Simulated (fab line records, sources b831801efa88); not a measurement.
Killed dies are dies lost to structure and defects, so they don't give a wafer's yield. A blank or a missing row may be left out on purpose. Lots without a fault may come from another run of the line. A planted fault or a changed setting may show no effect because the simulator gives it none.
A struck lot beside a sound one | flow gf180mcu | 30 steps out of a route of 602
Sound: wafers L371.3, L371.4, L371.5. Struck: wafers L374.3, L374.5, L374.6. The cause comes at the end.
At each step with rows: each side's tool, then ch and its chambers, then its first start. Under that, the readings that differ: sound wafers | struck wafers | difference of the means | sigmas: that difference in standard deviations of wafers without a fault.
alike: readings whose means differ by less than 2 such deviations, and words and numbers that are the same on both sides. not compared: withheld readings, readings that some wafer has no value for, bounds like >300 that may hide the same value, and numbers for which the record gives no deviation and whose values overlap.
The two part at a step that has a row with sigmas, a row that says differs or no value, or rows on one side only. Numbers that don't overlap but have no deviation are shown without sigmas and don't part them. A reading that every wafer of one side lacks parts them only if that side has two wafers or more.

first, 3 steps without rows for these wafers: GF_PSD_EXPOSE_04 (exposes mask Pplus, target cd 400 nm); GF_PSD_PEB_05; GF_PSD_DEVELOP_06 (develop time 60 s).
GF_PSD_CD_MEAS_07: target cd 400 nm.
  sound on cd_sem-01, day 17 03:59; struck on cd_sem-02, day 17 23:39
  reading    | sound             | struck            | difference | sigmas
  cd_nm (nm) | 403.5 405.0 403.0 | 397.3 396.7 398.3 | -6.4       | -3
GF_PSD_OVL_MEAS_08:
  sound on overlay-02, day 17 04:05; struck on overlay-02, day 17 23:44
  reading      | sound       | struck         | difference | sigmas
  PSD_OVL (nm) | 1.4 2.7 0.5 | -3.4 -1.9 -4.6 | -4.8       | -3
then, 1 step without rows for these wafers: GF_PSD_IMPLANT_09.
GF_PSD_STRIP_10: strips in O2/N2.
  sound on plasma_asher-04 ch 0,1, day 17 04:17; struck on plasma_asher-01 ch 0,1, day 17 23:57
  alike: drypump_motor_current_A, heater_power_w, oes_product_au, strip_time_to_endpoint_s
  not compared: rf_hours_counter_h
GF_PSD_TW_MEAS_11:
  sound on film_metro-03, day 17 04:23; struck on film_metro-03, day 18 00:02
  alike: PSD_TW
then, 1 step without rows for these wafers: GF_PSD_CLEAN_12 (cleans in SC1/SC2, time 150 s).
GF_PSD_RTA_13: time 20 s.
  sound on rtp_anneal-01 ch 0, day 17 04:31; struck on rtp_anneal-01 ch 0, day 18 00:11
  alike: anneal_temp_c_max, lamp_power_pct, wafer_temp_C_max
GF_PSD_RS_MEAS_14: measures by four-point-probe.
  sound on film_metro-01, day 17 04:36; struck on film_metro-01, day 18 00:20
  alike: NSD_RS
GF_PSD_RS_MEAS_15: measures by four-point-probe.
  sound on film_metro-01, day 17 04:43; struck on film_metro-01, day 18 00:27
  alike: PSD_RS
GF_SAB_CVD_00: deposits SiO2 from TEOS, target thk 50 nm, time 4.9302 s.
  sound on pecvd-04 ch 0,1,2, day 17 04:48; struck on pecvd-03 ch 0,2, day 18 00:32
  reading                              | sound             | struck            | difference | sigmas
  model.SiO2_of_SAB_CVD_00.thk_nm (nm) | 48.82 50.01 49.67 | 51.22 51.23 50.64 | +1.53      |
  alike: heater_power_w
GF_SAB_THK_MEAS_01:
  sound on film_metro-04, day 17 04:50; struck on film_metro-02, day 18 00:34
  reading             | sound          | struck         | difference | sigmas
  SAB_CVD_00_THK (nm) | 48.8 50.0 49.7 | 51.2 51.3 50.7 | +1.6       | +3
then, 7 steps without rows for these wafers: GF_SAB_DEHYDRATE_02 (time 60 s); GF_SAB_HMDS_03 (prime time 60 s); GF_SAB_COAT_04 (resist thk 1000 nm); GF_SAB_SOFTBAKE_05 (time 60 s); GF_SAB_EXPOSE_06 (exposes mask SAB, target cd 420 nm); GF_SAB_PEB_07; GF_SAB_DEVELOP_08 (develop time 60 s).
GF_SAB_CD_MEAS_09: target cd 420 nm.
  sound on cd_sem-01, day 18 03:11; struck on cd_sem-02, day 18 23:44
  alike: cd_nm
GF_SAB_OVL_MEAS_10:
  sound on overlay-01, day 18 03:17; struck on overlay-02, day 18 23:50
  alike: SAB_OVL
GF_SAB_ETCH_11: etches SiO2 in C4F8/O2/Ar, target depth 55 nm, time 8.5 s.
  sound on rie_diel-03 ch 0,1, day 18 03:19; struck on rie_diel-04 ch 0,1, day 18 23:52
  alike: oes_product_au
  not compared: rf_hours_counter_h
then, 1 step without rows for these wafers: GF_SAB_WET_ETCH_12 (etches SiO2 in dHF, target depth 22 nm, time 440 s).
GF_SAB_STRIP_13: strips in O2/N2.
  sound on plasma_asher-01 ch 0,1, day 18 03:31; struck on plasma_asher-03 ch 0,1, day 19 00:04
  alike: drypump_motor_current_A, heater_power_w, oes_product_au, strip_time_to_endpoint_s
  not compared: rf_hours_counter_h
then, 1 step without rows for these wafers: GF_SALICIDE_CLEAN_00 (cleans in SC1/SC2, time 150 s).
GF_SALICIDE_WET_ETCH_01: etches SiO2 in dHF, target depth 5 nm, time 100 s.
  sound on wet_bench-01 ch 3, day 18 03:37; struck on wet_bench-01 ch 1, day 19 00:10
  reading                              | sound             | struck            | difference | sigmas
  model.SiO2_of_SAB_CVD_00.thk_nm (nm) | 38.18 39.33 39.01 | 40.63 40.58 39.99 | +1.56      |
  alike: temp_c
GF_SALICIDE_SPUTTER_02: material Co, target thk 10 nm, time 20 s.
  sound on pvd_sputter-04, day 18 03:40; struck on pvd_sputter-04, day 19 00:13
  alike: throttle_valve_pct
then, 1 step without rows for these wafers: GF_PASSIVATION_PROBE_99.

WHERE THEY PART
First at GF_PSD_CD_MEAS_07; last, within this record, at GF_SAB_THK_MEAS_01. Later steps at which nothing parts them and some readings are alike: GF_SAB_CD_MEAS_09, GF_SAB_OVL_MEAS_10, GF_SAB_ETCH_11, GF_SAB_STRIP_13, GF_SALICIDE_WET_ETCH_01, GF_SALICIDE_SPUTTER_02.

WHY: what the simulator had put in
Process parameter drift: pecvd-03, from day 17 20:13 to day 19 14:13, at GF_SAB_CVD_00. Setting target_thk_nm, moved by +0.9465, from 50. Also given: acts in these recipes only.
